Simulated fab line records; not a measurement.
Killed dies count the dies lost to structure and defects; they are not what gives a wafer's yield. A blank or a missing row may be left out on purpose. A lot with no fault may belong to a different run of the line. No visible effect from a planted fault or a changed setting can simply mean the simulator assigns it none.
What tool caused it? | flow gf180mcu | 12 lots, 36 wafers sampled, at 5 steps of a route of 602

== WHAT EACH GAUGE READ, for each wafer ==
GF_V5_THK_MEAS_25: measures by xrf.
lot  | measured     | on           | V5_W_THK (nm)
L247 | day 27 08:22 | filmMetro-03 | 341 338 337
L248 | day 27 13:37 | filmMetro-03 | 334 337 328
L249 | day 27 23:14 | filmMetro-03 | 337 343 342
L250 | day 28 09:58 | filmMetro-04 | 333 335 341
L253 | day 29 08:29 | filmMetro-02 | 338 334 338
L257 | day 30 15:19 | filmMetro-04 | 339 336 333
L258 | day 30 16:41 | filmMetro-04 | 343 338 338
L262 | day 31 21:54 | filmMetro-02 | 336 338 334
L267 | day 33 00:44 | filmMetro-03 | 333 334 336
L268 | day 33 03:01 | filmMetro-02 | 337 333 335
L269 | day 33 09:16 | filmMetro-02 | 336 331 330
L270 | day 33 15:32 | filmMetro-02 | 334 329 324

GF_TOP_METAL_CD_MEAS_14: the cd target is 440 nm.
lot  | measured     | on       | cdNm (nm)
L247 | day 28 04:26 | cdSem-02 | 438.0 437.4 440.9
L248 | day 28 09:32 | cdSem-02 | 442.2 439.9 440.8
L249 | day 28 18:37 | cdSem-02 | 441.8 439.9 440.6
L250 | day 29 05:53 | cdSem-01 | 439.1 439.1 440.1
L253 | day 30 03:28 | cdSem-01 | 441.6 442.8 442.8
L257 | day 31 09:41 | cdSem-01 | 331.0 355.5 395.9
L258 | day 31 10:10 | cdSem-02 | 317.3 403.5 341.8
L262 | day 32 14:53 | cdSem-02 | 446.1 444.7 440.6
L267 | day 33 16:29 | cdSem-01 | 440.7 442.7 438.7
L268 | day 33 19:10 | cdSem-01 | 440.8 441.1 441.8
L269 | day 34 00:54 | cdSem-01 | 441.0 441.9 441.8
L270 | day 34 06:58 | cdSem-01 | 444.0 443.0 442.9

== WHAT TOOL EACH LOT RAN ON (gives the tool, then ch and the chambers of the sampled wafers, and finally the start) ==
lot  | GF_V4_SPUTTER_22            | GF_M5_ETCH_09                     | GF_TOP_METAL_EXPOSE_11
L247 | pvdSputter-03, day 24 12:15 | rieDiel-04 ch 1,2,3, day 26 09:10 | ilineStepper-01 ch 0, day 27 19:00
L248 | pvdSputter-03, day 24 18:27 | rieDiel-04 ch 0,1,3, day 26 14:13 | ilineStepper-01 ch 0, day 28 00:10
L249 | pvdSputter-03, day 25 04:29 | rieDiel-04 ch 1,2, day 27 00:28   | ilineStepper-02 ch 0, day 28 09:34
L250 | pvdSputter-03, day 25 16:51 | rieDiel-01 ch 0,1,3, day 27 11:54 | ilineStepper-02 ch 0, day 28 20:06
L253 | pvdSputter-04, day 26 17:35 | rieDiel-02 ch 2,3, day 28 10:49   | ilineStepper-02 ch 0, day 29 18:16
L257 | pvdSputter-03, day 28 02:32 | rieDiel-01 ch 0,1,3, day 29 17:43 | ilineStepper-01 ch 0, day 31 01:16
L258 | pvdSputter-04, day 28 04:17 | rieDiel-02 ch 0,3, day 29 20:10   | ilineStepper-01 ch 0, day 31 02:05
L262 | pvdSputter-03, day 29 11:18 | rieDiel-04 ch 1,2,3, day 31 01:28 | ilineStepper-02 ch 0, day 32 06:53
L267 | pvdSputter-01, day 30 17:56 | rieDiel-02 ch 2,3, day 32 06:19   | ilineStepper-01 ch 0, day 33 09:12
L268 | pvdSputter-03, day 30 21:14 | rieDiel-04 ch 1,2, day 32 09:16   | ilineStepper-01 ch 0, day 33 11:46
L269 | pvdSputter-01, day 31 01:51 | rieDiel-02 ch 0,1,2, day 32 14:28 | ilineStepper-01 ch 0, day 33 17:21
L270 | pvdSputter-04, day 31 10:16 | rieDiel-01 ch 0,1, day 32 21:04   | ilineStepper-01 ch 0, day 33 23:56
- GF_V4_SPUTTER_22: material TiN, target thk 10 nm, time 40 s.
- GF_M5_ETCH_09: etches Si3N4 in CF4/O2, target depth 52 nm, time 11.6 s.
- GF_TOP_METAL_EXPOSE_11: exposes mask MetalTop, target cd 440 nm.

== AS READ BY THE TOOLS THEMSELVES (means over the sampled wafers that have a number; for cases with no such wafer, the mark the record gives instead) ==
GF_V4_SPUTTER_22.
lot  | tool          | throttleValvePct (%)
L247 | pvdSputter-03 | 29.2
L248 | pvdSputter-03 | 29.6
L249 | pvdSputter-03 | 29.2
L250 | pvdSputter-03 | 29.6
L253 | pvdSputter-04 | 29.5
L257 | pvdSputter-03 | 29.6
L258 | pvdSputter-04 | 30.3
L262 | pvdSputter-03 | 29.5
L267 | pvdSputter-01 | 30.4
L268 | pvdSputter-03 | 29.7
L269 | pvdSputter-01 | 30.1
L270 | pvdSputter-04 | 29.3

GF_M5_ETCH_09.
lot  | tool       | drypumpMotorCurrentA (A) | oesProductAu (a.u.) | throttleValvePct (%)
L247 | rieDiel-04 | 5.7                      | 0.985               | 5.962
L248 | rieDiel-04 | 5.7                      | 0.978               | 5.962
L249 | rieDiel-04 | 5.8                      | 0.978               | 5.969
L250 | rieDiel-01 | 5.7                      | 1.003               | 5.971
L253 | rieDiel-02 | 5.6                      | 0.983               | 5.952
L257 | rieDiel-01 | 5.7                      | 0.998               | 5.976
L258 | rieDiel-02 | 6.1                      | 0.980               | 5.965
L262 | rieDiel-04 | 5.7                      | 0.987               | 5.971
L267 | rieDiel-02 | 5.4                      | 0.980               | 5.963
L268 | rieDiel-04 | 5.7                      | 0.993               | 5.961
L269 | rieDiel-02 | 5.8                      | 0.999               | 5.966
L270 | rieDiel-01 | 5.7                      | 1.000               | 5.977

GF_TOP_METAL_EXPOSE_11.
lot  | tool            | stageVelMmS (mm/s)
L247 | ilineStepper-01 | 500.17
L248 | ilineStepper-01 | 500.11
L249 | ilineStepper-02 | 499.89
L250 | ilineStepper-02 | 500.05
L253 | ilineStepper-02 | 499.84
L257 | ilineStepper-01 | 500.24
L258 | ilineStepper-01 | 499.84
L262 | ilineStepper-02 | 500.26
L267 | ilineStepper-01 | 500.25
L268 | ilineStepper-01 | 500.13
L269 | ilineStepper-01 | 499.82
L270 | ilineStepper-01 | 499.99

== THE ANSWER, worked out from the rows above alone ==
Rule: what is usual is taken from the lots themselves. Put in order of their means at a reading, lots are off if they are a third of the lots or fewer, leave a main group of 4 or more, and stand apart from it by a gap of 3 or more times the standard deviation of the main group's means; of several such gaps the widest counts. The tables above print the reading to a certain number of digits; a main group whose means all agree to those digits is not used. Also off: a lot with no number at a reading for which 4 or more lots have one. Any other lot the step has rows for is counted as sound. Order of review: gauges by route order, followed by the tools' own readings, for which a lot's mean as printed above is used. The first step at which some lot is off is used, and at that step the reading that is off furthest; a lot without a number counts as furthest.
Off: L257, L258 (GF_TOP_METAL_CD_MEAS_14, cdNm). For the main group the mean is 441.3 nm and the standard deviation 1.5.
A tool fits if, at a process step before that reading, it ran every lot that is off, and no sound lot after the first of them. Gauges at GF_TOP_METAL_CD_MEAS_14: tried the same way as those tools. Of those tried, none fits.

== WHAT THE SIMULATOR HAD PUT IN ==
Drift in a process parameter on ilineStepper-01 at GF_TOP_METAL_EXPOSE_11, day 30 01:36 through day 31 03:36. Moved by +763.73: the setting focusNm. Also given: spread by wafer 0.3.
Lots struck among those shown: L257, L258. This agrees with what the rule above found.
